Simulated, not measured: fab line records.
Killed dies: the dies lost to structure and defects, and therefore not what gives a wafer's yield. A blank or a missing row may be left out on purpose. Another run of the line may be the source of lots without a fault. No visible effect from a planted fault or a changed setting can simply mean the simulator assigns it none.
fab line records -- flow gf180mcu
record: lots: 24, wafers: 72, last-day: 34
route steps=602 shown V2@386 V3@432 V4@478 PASSIVATION@590
lots that met no fault: from a run of the same line without faults
start-h: the number of hours between the record's first day and the start of the first shown wafer of the lot -- wait-h: hours from the lot's prior step to this one -- " as in the row above -- L1.1+2: a row that stands for several wafers -- - no value, or no start was given -- * or withheld: withheld -- < > ~ a bound
route shown NAME@n: a module of which the file shows steps, and the number in the route of the first -- usual: the fault-free wafers' mean and standard deviation -- same: alike in all rows -- chamber/n: place in a boat -- sites: readings site by site -- _std_site: standard deviation of those values -- _edge_site: inner sites' mean taken away from outer sites' mean -- radius-mm: how far each site lies from the wafer's centre -- mask NAME#n: copy n -- behind: the last tool/chamber to shape the wafer -- hold: what put the lot on hold/how long, in hours/how the hold closed -- device: whichever transistor did not switch (one of n, p or np) -- end of line: the tests these same wafers got at the end of their route -- where a step has no rows: the recipe by itself -- killed: at the first sort, the dies lost to defects and structure; wafer yield is something else -- map: a wafer's dies, marking killed ones x, the rest . and places with no die _
set.NAME: the setting the step ran with; set.NAME@STEP: the setting that earlier step ran with -- model.NAME: the simulator's own value behind a step, which no gauge read
steps of the route over a sample of lots; a table a step, a row a wafer
services: when a tool's chamber went out of use (start-h, in hours from the record's first day, below 0 if earlier), for how many hours, and the reason
== steps ==
step: GF_V2_CMP_04
recipe: material: SiO2, down-force-psi: 4, platen-rpm: 60, pad-velocity-m-s: 0.94248
usual: motor-current-A: 11.6/1.1, time-to-endpoint-s: 81/4.7
lot.wafer,tool,chamber,start-h,wait-h,motor-current-A,time-to-endpoint-s
L074.1,cmp-01,3,435.18,0.1,10.2,76
L074.3,cmp-01,0,435.18,0.1,12.1,81
L074.2,cmp-01,1,435.18,0.1,12.0,82
L075.2,cmp-01,1,442.74,0.0,12.0,75
L075.3,cmp-01,0,442.74,0.0,12.1,76
L075.5,cmp-01,1,442.74,0.0,11.4,80
L076.4,cmp-02,1,450.46,0.0,10.4,76
L076.2,cmp-02,2,450.46,0.0,13.8,73
L076.1,cmp-02,3,450.46,0.0,11.5,75
L077.2,cmp-02,3,464.73,0.1,11.9,78
L077.3,cmp-02,0,464.73,0.1,10.9,84
L077.6,cmp-02,1,464.73,0.1,10.5,84
L078.1,cmp-02,1,471.48,0.3,10.6,73
L078.3,cmp-02,2,471.48,0.3,13.8,76
L078.6,cmp-02,0,471.48,0.3,10.9,80
L079.3,cmp-02,0,478.47,0.1,10.5,81
L079.4,cmp-02,2,478.47,0.1,14.1,84
L079.6,cmp-02,3,478.47,0.1,12.0,82
L080.4,cmp-02,1,492.13,0.0,10.0,79
L080.5,cmp-02,1,492.13,0.0,9.9,84
L080.6,cmp-02,2,492.13,0.0,13.5,83
L081.3,cmp-01,0,500.26,0.0,12.1,83
L081.2,cmp-01,1,500.26,0.0,12.0,80
L081.4,cmp-01,3,500.26,0.0,10.2,86
L082.4,cmp-01,3,505.58,0.0,10.2,76
L082.1,cmp-01,1,505.58,0.0,11.7,74
L082.6,cmp-01,3,505.58,0.0,10.5,83
L083.3,cmp-02,2,518.33,0.0,13.6,72
L083.1,cmp-02,0,518.33,0.0,11.2,81
L083.6,cmp-02,3,518.33,0.0,11.6,79
L084.4,cmp-01,3,524.12,0.1,10.3,85
L084.3,cmp-01,0,524.12,0.1,11.5,86
L084.1,cmp-01,1,524.12,0.1,11.7,73
L085.3,cmp-01,0,535.23,0.1,12.4,85
L085.2,cmp-01,1,535.23,0.1,11.3,86
L085.6,cmp-01,3,535.23,0.1,10.2,90
L086.3,cmp-02,2,537.56,0.1,14.1,80
L086.1,cmp-02,3,537.56,0.1,12.1,83
L086.6,cmp-02,1,537.56,0.1,10.2,80
L087.2,cmp-02,2,557.96,0.1,13.8,74
L087.4,cmp-02,3,557.96,0.1,11.8,79
L087.6,cmp-02,0,557.96,0.1,10.8,82
L088.4,cmp-02,1,560.88,0.0,10.2,77
L088.2,cmp-02,2,560.88,0.0,13.8,75
L088.5,cmp-02,1,560.88,0.0,10.7,83
L089.1,cmp-01,2,568.93,0.1,11.7,79
L089.3,cmp-01,0,568.93,0.1,12.4,82
L089.6,cmp-01,3,568.93,0.1,10.2,83
L090.2,cmp-01,1,577.76,0.2,10.8,83
L090.3,cmp-01,0,577.76,0.2,11.8,85
L090.5,cmp-01,2,577.76,0.2,11.9,91
L091.4,cmp-01,3,583.93,0.1,11.0,84
L091.1,cmp-01,0,583.93,0.1,12.4,82
L091.5,cmp-01,2,583.93,0.1,12.3,81
L092.3,cmp-01,3,591.99,0.0,9.9,80
L092.1,cmp-01,0,591.99,0.0,12.2,82
L092.2,cmp-01,1,591.99,0.0,11.9,83
L093.2,cmp-02,2,600.11,0.0,13.1,72
L093.4,cmp-02,1,600.11,0.0,10.4,86
L093.5,cmp-02,2,600.11,0.0,13.6,82
L094.2,cmp-02,3,610.91,0.1,11.1,78
L094.3,cmp-02,0,610.91,0.1,10.6,78
L094.5,cmp-02,2,610.91,0.1,13.7,79
L095.3,cmp-01,1,616.21,0.2,11.5,80
L095.1,cmp-01,2,616.21,0.2,11.7,79
L095.6,cmp-01,0,616.21,0.2,11.9,89
L096.4,cmp-01,2,621.25,0.1,12.2,92
L096.1,cmp-01,3,621.25,0.1,10.1,84
L096.6,cmp-01,1,621.25,0.1,11.5,90
L097.4,cmp-01,2,624.56,0.3,13.1,90
L097.6,cmp-01,0,624.56,0.3,12.9,90
L097.5,cmp-01,1,624.56,0.3,10.9,88
step: GF_V2_ETCH_17
recipe: chemistry: C4F8/O2/Ar, mask-material: KrF, target: SiO2, stop-on: TiN, source-w: 1500, bias-w: 1200, pressure-mtorr: 40, c4f8-flow-sccm: withheld, O2_flow_sccm: 6, Ar_flow_sccm: 300, time-s: withheld, target-depth-a: 6300
usual: oes-product-au: 0.856/0.0049
lot.wafer,tool,chamber,start-h,wait-h,oes-product-au
L074.1,rie-diel-04,2,-,-,0.853
L074.2,rie-diel-04,3,-,-,0.860
L074.3,rie-diel-04,0,-,-,0.848
L075.2,rie-diel-03,0,-,-,0.856
L075.3,rie-diel-03,1,-,-,0.847
L075.5,rie-diel-03,1,-,-,0.858
L076.1,rie-diel-01,1,-,-,0.858
L076.2,rie-diel-01,0,-,-,0.853
L076.4,rie-diel-01,2,-,-,0.854
L077.2,rie-diel-04,2,-,-,0.846
L077.3,rie-diel-04,1,-,-,0.855
L077.6,rie-diel-04,2,-,-,0.848
L078.1,rie-diel-01,1,-,-,0.846
L078.3,rie-diel-01,0,-,-,0.863
L078.6,rie-diel-01,2,-,-,0.860
L079.3,rie-diel-04,0,-,-,0.858
L079.4,rie-diel-04,1,-,-,0.857
L079.6,rie-diel-04,2,-,-,0.849
L080.4,rie-diel-04,0,-,-,0.861
L080.5,rie-diel-04,1,-,-,0.855
L080.6,rie-diel-04,2,-,-,0.856
L081.2,rie-diel-01,3,-,-,0.859
L081.3,rie-diel-01,1,-,-,0.859
L081.4,rie-diel-01,2,-,-,0.859
L082.1,rie-diel-03,2,-,-,0.863
L082.4,rie-diel-03,3,-,-,0.867
L082.6,rie-diel-03,0,-,-,0.853
L083.1,rie-diel-01,1,-,-,0.863
L083.3,rie-diel-01,3,-,-,0.851
L083.6,rie-diel-01,1,-,-,0.852
L084.1,rie-diel-03,1,-,-,0.858
L084.3,rie-diel-03,3,-,-,0.869
L084.4,rie-diel-03,0,-,-,0.859
L085.2,rie-diel-04,0,-,-,0.863
L085.3,rie-diel-04,2,-,-,0.849
L085.6,rie-diel-04,3,-,-,0.853
L086.1,rie-diel-04,3,-,-,0.861
L086.3,rie-diel-04,1,-,-,0.854
L086.6,rie-diel-04,3,-,-,0.858
L087.2,rie-diel-03,0,-,-,0.855
L087.4,rie-diel-03,0,-,-,0.851
L087.6,rie-diel-03,3,-,-,0.849
L088.2,rie-diel-03,1,-,-,0.859
L088.4,rie-diel-03,0,-,-,0.870
L088.5,rie-diel-03,1,-,-,0.859
L089.1,rie-diel-03,1,-,-,0.855
L089.3,rie-diel-03,3,-,-,0.851
L089.6,rie-diel-03,1,-,-,0.857
L090.2,rie-diel-03,2,-,-,0.856
L090.3,rie-diel-03,3,-,-,0.860
L090.5,rie-diel-03,3,-,-,0.849
L091.1,rie-diel-03,3,-,-,0.865
L091.4,rie-diel-03,1,-,-,0.856
L091.5,rie-diel-03,0,-,-,0.858
L092.1,rie-diel-03,0,-,-,0.862
L092.2,rie-diel-03,2,-,-,0.856
L092.3,rie-diel-03,1,-,-,0.855
L093.2,rie-diel-03,2,-,-,0.863
L093.4,rie-diel-03,1,-,-,0.860
L093.5,rie-diel-03,0,-,-,0.849
L094.2,rie-diel-04,3,-,-,0.861
L094.3,rie-diel-04,1,-,-,0.857
L094.5,rie-diel-04,1,-,-,0.845
L095.1,rie-diel-04,2,-,-,0.859
L095.3,rie-diel-04,3,-,-,0.856
L095.6,rie-diel-04,1,-,-,0.855
L096.1,rie-diel-04,1,-,-,0.852
L096.4,rie-diel-04,2,-,-,0.857
L096.6,rie-diel-04,1,-,-,0.849
L097.4,rie-diel-03,2,-,-,0.859
L097.5,rie-diel-03,0,-,-,0.856
L097.6,rie-diel-03,3,-,-,0.855
step: GF_V3_THK_MEAS_03
recipe: reads: SiO2_of_V3_CVD_02
usual: V3_CVD_02_THK: 846/9.9
lot.wafer,tool,chamber,start-h,wait-h,V3_CVD_02_THK[nm]
L074.1,film-metro-03,-,486.22,0.0,850
L074.2,film-metro-03,-,486.22,0.0,863
L074.3,film-metro-03,-,486.22,0.0,855
L075.2,film-metro-03,-,494.21,0.0,836
L075.3,film-metro-03,-,494.21,0.0,833
L075.5,film-metro-03,-,494.21,0.0,846
L076.1,film-metro-04,-,500.88,0.0,841
L076.2,film-metro-04,-,500.88,0.0,835
L076.4,film-metro-04,-,500.88,0.0,869
L077.2,film-metro-04,-,516.03,0.0,833
L077.3,film-metro-04,-,516.03,0.0,829
L077.6,film-metro-04,-,516.03,0.0,842
L078.1,film-metro-04,-,521.53,0.0,837
L078.3,film-metro-04,-,521.53,0.0,840
L078.6,film-metro-04,-,521.53,0.0,856
L079.3,film-metro-01,-,528.27,0.1,848
L079.4,film-metro-01,-,528.27,0.1,856
L079.6,film-metro-01,-,528.27,0.1,853
L080.4,film-metro-01,-,542.78,0.0,856
L080.5,film-metro-01,-,542.78,0.0,858
L080.6,film-metro-01,-,542.78,0.0,853
L081.2,film-metro-01,-,549.51,0.0,843
L081.3,film-metro-01,-,549.51,0.0,834
L081.4,film-metro-01,-,549.51,0.0,853
L082.1,film-metro-04,-,555.20,0.0,842
L082.4,film-metro-04,-,555.20,0.0,851
L082.6,film-metro-04,-,555.20,0.0,849
L083.1,film-metro-01,-,567.91,0.0,844
L083.3,film-metro-01,-,567.91,0.0,833
L083.6,film-metro-01,-,567.91,0.0,846
L084.1,film-metro-04,-,573.71,0.0,831
L084.3,film-metro-04,-,573.71,0.0,840
L084.4,film-metro-04,-,573.71,0.0,851
L085.2,film-metro-03,-,583.16,0.0,841
L085.3,film-metro-03,-,583.16,0.0,840
L085.6,film-metro-03,-,583.16,0.0,844
L086.1,film-metro-04,-,586.31,0.1,822
L086.3,film-metro-04,-,586.31,0.1,849
L086.6,film-metro-04,-,586.31,0.1,845
L087.2,film-metro-03,-,604.44,0.1,843
L087.4,film-metro-03,-,604.44,0.1,852
L087.6,film-metro-03,-,604.44,0.1,862
L088.2,film-metro-03,-,607.28,0.0,845
L088.4,film-metro-03,-,607.28,0.0,851
L088.5,film-metro-03,-,607.28,0.0,853
L089.1,film-metro-01,-,615.75,0.1,843
L089.3,film-metro-01,-,615.75,0.1,863
L089.6,film-metro-01,-,615.75,0.1,842
L090.2,film-metro-04,-,623.31,0.0,836
L090.3,film-metro-04,-,623.31,0.0,838
L090.5,film-metro-04,-,623.31,0.0,855
L091.1,film-metro-01,-,628.32,0.0,846
L091.4,film-metro-01,-,628.32,0.0,861
L091.5,film-metro-01,-,628.32,0.0,862
L092.1,film-metro-03,-,637.64,0.0,846
L092.2,film-metro-03,-,637.64,0.0,838
L092.3,film-metro-03,-,637.64,0.0,840
L093.2,film-metro-01,-,644.03,0.0,845
L093.4,film-metro-01,-,644.03,0.0,862
L093.5,film-metro-01,-,644.03,0.0,853
L094.2,film-metro-03,-,654.28,0.0,840
L094.3,film-metro-03,-,654.28,0.0,836
L094.5,film-metro-03,-,654.28,0.0,844
L095.1,film-metro-03,-,659.46,0.0,841
L095.3,film-metro-03,-,659.46,0.0,846
L095.6,film-metro-03,-,659.46,0.0,856
L096.1,film-metro-03,-,663.92,0.0,831
L096.4,film-metro-03,-,663.92,0.0,848
L096.6,film-metro-03,-,663.92,0.0,848
L097.4,film-metro-04,-,667.24,0.0,850
L097.5,film-metro-04,-,667.24,0.0,835
L097.6,film-metro-04,-,667.24,0.0,851
step: GF_V4_CVD_02
recipe: material: SiO2, target-thk-nm: 850, precursor: TEOS, temp-c: 400, time-s: 94.851, rf-w: 600
usual: heater-power-w: 639/67, susceptor-temp-C: 399.98/0.21
lot.wafer,tool,chamber,start-h,wait-h,heater-power-w,susceptor-temp-C
L074.1,pecvd-02,1,535.83,0.1,570,400.12
L074.2,pecvd-02,0,535.83,0.1,577,400.13
L074.3,pecvd-02,2,535.83,0.1,609,399.66
L075.2,pecvd-01,2,544.58,0.0,598,399.98
L075.3,pecvd-01,0,544.58,0.0,721,399.92
L075.5,pecvd-01,0,544.58,0.0,601,400.21
L076.1,pecvd-01,2,550.13,0.1,637,399.83
L076.2,pecvd-01,0,550.13,0.1,622,399.98
L076.4,pecvd-01,0,550.13,0.1,691,399.32
L077.2,pecvd-03,1,564.35,0.0,686,399.65
L077.3,pecvd-03,0,564.35,0.0,623,400.12
L077.6,pecvd-03,1,564.35,0.0,724,399.79
L078.1,pecvd-01,2,570.69,0.1,590,399.89
L078.3,pecvd-01,1,570.69,0.1,649,399.44
L078.6,pecvd-01,2,570.69,0.1,676,400.24
L079.3,pecvd-01,2,577.22,0.0,673,400.35
L079.4,pecvd-01,1,577.22,0.0,525,399.88
L079.6,pecvd-01,0,577.22,0.0,705,400.12
L080.4,pecvd-03,2,590.60,0.1,675,399.89
L080.5,pecvd-03,0,590.60,0.1,735,400.05
L080.6,pecvd-03,1,590.60,0.1,748,400.27
L081.2,pecvd-03,1,598.11,0.0,705,399.85
L081.3,pecvd-03,0,598.11,0.0,745,400.06
L081.4,pecvd-03,0,598.11,0.0,604,399.85
L082.1,pecvd-03,0,602.27,0.1,692,400.03
L082.4,pecvd-03,0,602.27,0.1,740,399.98
L082.6,pecvd-03,1,602.27,0.1,723,400.07
L083.1,pecvd-01,2,613.45,0.1,631,400.17
L083.3,pecvd-01,1,613.45,0.1,611,400.25
L083.6,pecvd-01,1,613.45,0.1,634,399.96
L084.1,pecvd-01,0,618.66,0.1,749,400.07
L084.3,pecvd-01,2,618.66,0.1,697,399.90
L084.4,pecvd-01,0,618.66,0.1,612,400.25
L085.2,pecvd-03,1,627.80,0.0,714,400.20
L085.3,pecvd-03,2,627.80,0.0,602,399.97
L085.6,pecvd-03,2,627.80,0.0,648,400.20
L086.1,pecvd-02,2,631.81,0.1,607,400.14
L086.3,pecvd-02,1,631.81,0.1,668,399.89
L086.6,pecvd-02,2,631.81,0.1,622,400.01
L087.2,pecvd-02,2,647.86,0.0,562,400.32
L087.4,pecvd-02,2,647.86,0.0,613,400.07
L087.6,pecvd-02,0,647.86,0.0,495,400.10
L088.2,pecvd-02,1,650.80,0.0,694,399.81
L088.4,pecvd-02,0,650.80,0.0,490,399.58
L088.5,pecvd-02,2,650.80,0.0,575,400.30
L089.1,pecvd-01,1,658.45,0.1,542,400.13
L089.3,pecvd-01,2,658.45,0.1,589,400.10
L089.6,pecvd-01,2,658.45,0.1,647,400.08
L090.2,pecvd-01,0,665.70,0.0,679,400.06
L090.3,pecvd-01,1,665.70,0.0,636,399.81
L090.5,pecvd-01,0,665.70,0.0,717,400.26
L091.1,pecvd-02,1,669.94,0.1,679,399.86
L091.4,pecvd-02,0,669.94,0.1,492,399.92
L091.5,pecvd-02,2,669.94,0.1,589,399.68
L092.1,pecvd-03,0,678.75,0.1,675,400.00
L092.2,pecvd-03,2,678.75,0.1,708,399.84
L092.3,pecvd-03,1,678.75,0.1,730,400.01
L093.2,pecvd-03,2,685.61,0.0,681,400.18
L093.4,pecvd-03,0,685.61,0.0,578,399.99
L093.5,pecvd-03,1,685.61,0.0,588,400.08
L094.2,pecvd-01,2,694.88,0.0,695,399.92
L094.3,pecvd-01,0,694.88,0.0,736,400.04
L094.5,pecvd-01,1,694.88,0.0,653,400.42
L095.1,pecvd-02,2,700.15,0.1,608,400.01
L095.3,pecvd-02,1,700.15,0.1,724,399.88
L095.6,pecvd-02,0,700.15,0.1,562,399.99
L096.1,pecvd-03,1,703.88,0.1,610,400.02
L096.4,pecvd-03,1,703.88,0.1,684,399.95
L096.6,pecvd-03,1,703.88,0.1,707,399.97
L097.4,pecvd-03,1,706.93,0.1,586,400.04
L097.5,pecvd-03,1,706.93,0.1,657,400.03
L097.6,pecvd-03,0,706.93,0.1,749,399.94
step: GF_V4_SPUTTER_22
recipe: material: TiN, target-thk-nm: 10, chamber-pressure-pa: 5, power-w: 4000, time-s: 40
usual: throttle-valve-pct: 29.7/1.2
lot.wafer,tool,chamber,start-h,wait-h,throttle-valve-pct
L074.1,pvd-sputter-04,-,560.09,0.0,29.5
L074.2,pvd-sputter-04,-,560.09,0.0,29.8
L074.3,pvd-sputter-04,-,560.09,0.0,26.9
L075.2,pvd-sputter-04,-,569.50,0.0,29.9
L075.3,pvd-sputter-04,-,569.50,0.0,27.2
L075.5,pvd-sputter-04,-,569.50,0.0,29.5
L076.1,pvd-sputter-01,-,574.24,0.0,29.3
L076.2,pvd-sputter-01,-,574.24,0.0,31.4
L076.4,pvd-sputter-01,-,574.24,0.0,29.7
L077.2,pvd-sputter-04,-,587.99,0.0,27.0
L077.3,pvd-sputter-04,-,587.99,0.0,29.7
L077.6,pvd-sputter-04,-,587.99,0.0,29.7
L078.1,pvd-sputter-02,-,594.46,0.0,28.7
L078.3,pvd-sputter-02,-,594.46,0.0,29.0
L078.6,pvd-sputter-02,-,594.46,0.0,29.0
L079.3,pvd-sputter-04,-,600.52,0.0,26.9
L079.4,pvd-sputter-04,-,600.52,0.0,29.8
L079.6,pvd-sputter-04,-,600.52,0.0,27.2
L080.4,pvd-sputter-04,-,612.84,0.0,29.8
L080.5,pvd-sputter-04,-,612.84,0.0,29.6
L080.6,pvd-sputter-04,-,612.84,0.0,29.6
L081.2,pvd-sputter-04,-,619.62,0.0,29.7
L081.3,pvd-sputter-04,-,619.62,0.0,29.6
L081.4,pvd-sputter-04,-,619.62,0.0,27.1
L082.1,pvd-sputter-01,-,623.91,0.0,29.2
L082.4,pvd-sputter-01,-,623.91,0.0,29.3
L082.6,pvd-sputter-01,-,623.91,0.0,31.5
L083.1,pvd-sputter-02,-,635.32,0.0,28.9
L083.3,pvd-sputter-02,-,635.32,0.0,30.1
L083.6,pvd-sputter-02,-,635.32,0.0,29.9
L084.1,pvd-sputter-01,-,640.48,0.0,31.0
L084.3,pvd-sputter-01,-,640.48,0.0,29.5
L084.4,pvd-sputter-01,-,640.48,0.0,31.5
L085.2,pvd-sputter-01,-,648.98,0.0,31.4
L085.3,pvd-sputter-01,-,648.98,0.0,29.3
L085.6,pvd-sputter-01,-,648.98,0.0,29.3
L086.1,pvd-sputter-04,-,652.98,0.0,27.2
L086.3,pvd-sputter-04,-,652.98,0.0,29.8
L086.6,pvd-sputter-04,-,652.98,0.0,27.0
L087.2,pvd-sputter-02,-,668.68,0.0,30.1
L087.4,pvd-sputter-02,-,668.68,0.0,30.1
L087.6,pvd-sputter-02,-,668.68,0.0,29.2
L088.2,pvd-sputter-04,-,671.51,0.0,29.9
L088.4,pvd-sputter-04,-,671.51,0.0,26.9
L088.5,pvd-sputter-04,-,671.51,0.0,27.1
L089.1,pvd-sputter-01,-,678.92,0.0,31.6
L089.3,pvd-sputter-01,-,678.92,0.0,29.5
L089.6,pvd-sputter-01,-,678.92,0.0,31.2
L090.2,pvd-sputter-01,-,686.17,0.0,29.4
L090.3,pvd-sputter-01,-,686.17,0.0,29.7
L090.5,pvd-sputter-01,-,686.17,0.0,29.5
L091.1,pvd-sputter-02,-,690.41,0.0,30.1
L091.4,pvd-sputter-02,-,690.41,0.0,29.8
L091.5,pvd-sputter-02,-,690.41,0.0,28.7
L092.1,pvd-sputter-01,-,698.42,0.0,31.0
L092.2,pvd-sputter-01,-,698.42,0.0,29.5
L092.3,pvd-sputter-01,-,698.42,0.0,29.2
L093.2,pvd-sputter-01,-,704.77,0.0,29.3
L093.4,pvd-sputter-01,-,704.77,0.0,31.1
L093.5,pvd-sputter-01,-,704.77,0.0,29.6
L094.2,pvd-sputter-01,-,713.07,0.0,29.6
L094.3,pvd-sputter-01,-,713.07,0.0,31.0
L094.5,pvd-sputter-01,-,713.07,0.0,31.5
L095.1,pvd-sputter-04,-,718.51,0.0,29.7
L095.3,pvd-sputter-04,-,718.51,0.0,29.4
L095.6,pvd-sputter-04,-,718.51,0.0,29.8
L096.1,pvd-sputter-02,-,722.80,0.0,29.8
L096.4,pvd-sputter-02,-,722.80,0.0,28.7
L096.6,pvd-sputter-02,-,722.80,0.0,30.2
L097.4,pvd-sputter-02,-,726.85,0.0,29.9
L097.5,pvd-sputter-02,-,726.85,0.0,29.7
L097.6,pvd-sputter-02,-,726.85,0.0,29.1
step: GF_PASSIVATION_THK_MEAS_03
recipe: reads: Si3N4_of_PASSIVATION_CVD_02
usual: PASSIVATION_CVD_02_THK: 700/8.5
lot.wafer,tool,chamber,start-h,wait-h,PASSIVATION_CVD_02_THK[nm]
L074.1,film-metro-03,-,650.00,0.1,685
L074.2,film-metro-03,-,650.00,0.1,681
L074.3,film-metro-03,-,650.00,0.1,685
L075.2,film-metro-04,-,658.22,0.2,693
L075.3,film-metro-04,-,658.22,0.2,694
L075.5,film-metro-04,-,658.22,0.2,704
L076.1,film-metro-03,-,663.05,0.1,695
L076.2,film-metro-03,-,663.05,0.1,686
L076.4,film-metro-03,-,663.05,0.1,707
L077.2,film-metro-03,-,674.50,0.2,687
L077.3,film-metro-03,-,674.50,0.2,695
L077.6,film-metro-03,-,674.50,0.2,698
L078.1,film-metro-04,-,680.17,0.1,694
L078.3,film-metro-04,-,680.17,0.1,703
L078.6,film-metro-04,-,680.17,0.1,698
L079.3,film-metro-02,-,684.68,0.2,690
L079.4,film-metro-02,-,684.68,0.2,705
L079.6,film-metro-02,-,684.68,0.2,699
L080.4,film-metro-02,-,696.79,0.0,711
L080.5,film-metro-02,-,696.79,0.0,701
L080.6,film-metro-02,-,696.79,0.0,702
L081.2,film-metro-02,-,707.89,0.2,712
L081.3,film-metro-02,-,707.89,0.2,704
L081.4,film-metro-02,-,707.89,0.2,718
L082.1,film-metro-04,-,708.35,0.1,695
L082.4,film-metro-04,-,708.35,0.1,707
L082.6,film-metro-04,-,708.35,0.1,707
L083.1,film-metro-03,-,715.18,0.1,694
L083.3,film-metro-03,-,715.18,0.1,694
L083.6,film-metro-03,-,715.18,0.1,709
L084.1,film-metro-03,-,721.55,0.1,706
L084.3,film-metro-03,-,721.55,0.1,695
L084.4,film-metro-03,-,721.55,0.1,717
L085.2,film-metro-04,-,728.82,0.2,693
L085.3,film-metro-04,-,728.82,0.2,707
L085.6,film-metro-04,-,728.82,0.2,702
L086.1,film-metro-04,-,731.39,0.1,688
L086.3,film-metro-04,-,731.39,0.1,686
L086.6,film-metro-04,-,731.39,0.1,694
L087.2,film-metro-02,-,744.41,0.3,697
L087.4,film-metro-02,-,744.41,0.3,694
L087.6,film-metro-02,-,744.41,0.3,699
L088.2,film-metro-02,-,747.51,0.2,701
L088.4,film-metro-02,-,747.51,0.2,709
L088.5,film-metro-02,-,747.51,0.2,717
L089.1,film-metro-03,-,753.12,0.1,689
L089.3,film-metro-03,-,753.12,0.1,691
L089.6,film-metro-03,-,753.12,0.1,701
L090.2,film-metro-04,-,766.11,0.2,700
L090.3,film-metro-04,-,766.11,0.2,700
L090.5,film-metro-04,-,766.11,0.2,712
L091.1,film-metro-04,-,766.58,0.1,698
L091.4,film-metro-04,-,766.58,0.1,705
L091.5,film-metro-04,-,766.58,0.1,700
L092.1,film-metro-02,-,771.35,0.1,697
L092.2,film-metro-02,-,771.35,0.1,696
L092.3,film-metro-02,-,771.35,0.1,697
L093.2,film-metro-04,-,777.31,0.2,682
L093.4,film-metro-04,-,777.31,0.2,700
L093.5,film-metro-04,-,777.31,0.2,706
L094.2,film-metro-03,-,784.83,0.2,683
L094.3,film-metro-03,-,784.83,0.2,696
L094.5,film-metro-03,-,784.83,0.2,701
L095.1,film-metro-03,-,789.51,0.1,698
L095.3,film-metro-03,-,789.51,0.1,703
L095.6,film-metro-03,-,789.51,0.1,703
L096.1,film-metro-02,-,793.94,0.1,704
L096.4,film-metro-02,-,793.94,0.1,707
L096.6,film-metro-02,-,793.94,0.1,707
L097.4,film-metro-03,-,796.11,0.0,703
L097.5,film-metro-03,-,796.11,0.0,700
L097.6,film-metro-03,-,796.11,0.0,696
== services ==
tool,chamber,start-h,hours,kind
rie-diel-03,0,423.73,8.8,repair
rie-diel-04,1,424.83,3.0,repair
pvd-sputter-04,-,425.33,1.9,repair
pvd-sputter-04,-,430.71,8.8,repair
pecvd-03,1,433.43,2.5,repair
cmp-01,-,457.03,3.8,repair
cmp-01,-,460.08,2.5,repair
cmp-01,-,467.97,3.7,pm
cmp-02,-,479.68,0.5,repair
rie-diel-03,3,487.02,3.9,repair
cmp-02,-,488.59,1.2,repair
cmp-01,-,503.66,0.5,repair
rie-diel-03,1,504.06,9.3,repair
rie-diel-03,2,573.78,9.2,repair
cmp-02,-,574.07,4.0,pm
rie-diel-03,0,597.90,6.7,repair
rie-diel-03,2,604.19,4.7,repair
cmp-02,-,611.19,5.1,pm
cmp-01,-,626.94,1.5,repair
rie-diel-03,-,636.19,0.3,repair
cmp-01,-,654.18,0.4,repair
cmp-01,-,657.25,1.2,repair
rie-diel-03,2,680.41,12.1,repair
cmp-02,-,717.55,19.6,pm
== key ==
fault none
